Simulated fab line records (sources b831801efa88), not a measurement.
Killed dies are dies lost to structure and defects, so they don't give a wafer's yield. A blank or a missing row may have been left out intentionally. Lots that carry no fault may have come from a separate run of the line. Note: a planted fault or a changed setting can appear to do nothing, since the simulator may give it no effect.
Comparing a struck lot with a sound one	flow sky130	17 out of 708 route steps
Sound: the wafers L602.1, L602.3, L602.6. Struck: wafer L592.5; the same lot's L592.4 was not struck, so it is left out; see the end for the cause.
For every step that has rows: the tool of each side, followed by ch and its chambers, followed by its first start. Under that, the readings that differ: sound wafers	struck wafers	difference of the means	sigmas: that difference in standard deviations of wafers without a fault.
alike: words and numbers the same on both sides, and readings whose means are apart by under 2 such deviations; not compared: readings that were withheld, readings missing a value for some wafer, numbers with overlapping values and no deviation given by the record, and bounds like >300 which may hide the same value.
A row with sigmas, a row that says differs or no value, or rows on one side alone: a step with any of these is where the two part. When numbers do not overlap yet have no deviation, they are printed without sigmas and do not part them. Lack of a reading on every wafer of one side parts them only where that side has two or more wafers.

SKY_LI_CONTACT_CMP_02: polishes PSG.
  sound on cmp-01 ch 0,3, day 35 06:48; struck on cmp-02 ch 3, day 31 22:36
  alike: motorCurrentA, timeToEndpointS
SKY_LI_CONTACT_BOW_MEAS_03:
  sound on filmMetro-02 at day 35 07:06; struck on filmMetro-03 at day 31 22:58
  alike: LI_CONTACT_BOW
then, 8 steps without rows for these wafers: SKY_LI_CONTACT_DEHYDRATE_04 (time 60 s); SKY_LI_CONTACT_HMDS_05 (prime time 60 s); SKY_LI_CONTACT_COAT_06 (resist thk 60 nm); SKY_LI_CONTACT_COAT_07 (resist thk 450 nm); SKY_LI_CONTACT_SOFTBAKE_08 (time 90 s); SKY_LI_CONTACT_EXPOSE_09 (exposes mask LICM1, target cd 170 nm); SKY_LI_CONTACT_PEB_10; SKY_LI_CONTACT_DEVELOP_11 (develop time 60 s).
SKY_LI_CONTACT_CD_MEAS_12: the cd target is 170 nm.
  sound on cdSem-02 at day 36 09:57; struck on cdSem-02 at day 33 01:43
  alike: cdNm
SKY_LI_CONTACT_OVL_MEAS_13:
  sound on overlay-01 at day 36 10:04; struck on overlay-02 at day 33 01:48
  alike: LI_CONTACT_OVL
SKY_LI_CONTACT_ETCH_14: etches BARC in N2/H2, stops on SiO2, time 45.9 s, target depth 60 nm.
  sound on rieDiel-02 ch 0,1,2, day 36 10:06; struck on rieDiel-02 ch 1, day 33 01:49
reading	sound	struck	difference	sigmas
oesProductAu (a.u.)	0.856 0.855 0.846	0.994	+0.142	+30
runLengthS (s)	73.5 73.9 74.6	54.0	-20.0	-47
model.KrF-thick_of_LI_CONTACT_COAT_07.thkNm (nm)	394.8 393.4 393.4	412.8	+18.9	
model.etch.depthNm (nm)	60.12 60.1 59.81	43.27	-16.74	
model.LI_CONTACT.cdNm (nm)	170.1 167.9 169.4	164.1	-5.0	
  alike: drypumpMotorCurrentA, h2FlowSccm, throttleValvePct
  not compared: rfHoursCounterH
SKY_LI_CONTACT_ETCH_15: etches PSG in C4F8/O2/Ar, stops on Si, target depth 600 nm.
  sound on rieDiel-02 ch 0,1,2, day 36 10:09; struck on rieDiel-02 ch 1, day 33 01:52
reading	sound	struck	difference	sigmas
model.KrF-thick_of_LI_CONTACT_COAT_07.thkNm (nm)	234.8 234.5 231.8	253.6	+19.9	
model.LI_CONTACT.cdNm (nm)	170.1 167.5 169.5	163.9	-5.1	
  alike: oesProductAu
SKY_LI_CONTACT_STRIP_16: strips in O2/N2.
  sound on plasmaAsher-01 ch 0,1, day 36 10:14; struck on plasmaAsher-01 ch 1, day 33 01:59
reading	sound	struck	difference	sigmas
oesProductAu (a.u.)	0.375 0.370 0.374	0.388	+0.015	+3
stripTimeToEndpointS (s)	3.53 3.52 3.50	3.73	+0.21	+6
  alike: drypumpMotorCurrentA
  not compared: rfHoursCounterH
then, 1 step without rows for these wafers: SKY_LI_CONTACT_CLEAN_17 (cleans in NMP, time 600 s).
-- a jump in the record: the struck wafers' starts before and after are 16 days apart (it breaks off in module LI_CONTACT and resumes in module PAD_OPEN, where the first step shown is number 708 of the route) --
SKY_PAD_OPEN_PROBE_99:
  sound on prober-01 at day 51 02:50; struck on prober-02 at day 48 21:47
reading	sound	struck	difference	sigmas
killed_at_M0_to_M3	39 53 55	35	-14	-2
killed_at_M4_up	1 1 0	5	+4	+3
model.etest.liconPdiff.rcOhm	588.6 605.4 582.5	648.6	+56.4	
model.etest.liconNdiff.rcOhm	181.3 187.8 179.9	199.8	+16.8	
model.etest.sonosUncharged.rOnOhmUm	812.3 822.9 807.5	826.2	+12.0	
model.etest.liconPoly.rcOhm	158.3 158.8 155.6	167.3	+9.7	
  alike: killedAtContacts, killedAtFrontEnd, killedAtOther, killedDies, killedOpen, killedShort
  not compared: model.etest.liconHighPo.rcOhm

## WHERE THEY PART
Last at SKY_PAD_OPEN_PROBE_99 as far as this record goes, first at SKY_LI_CONTACT_ETCH_14.

WHY: the cause the simulator had injected
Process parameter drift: rieDiel-02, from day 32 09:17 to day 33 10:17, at SKY_LI_CONTACT_ETCH_14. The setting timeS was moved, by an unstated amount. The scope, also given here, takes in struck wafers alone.
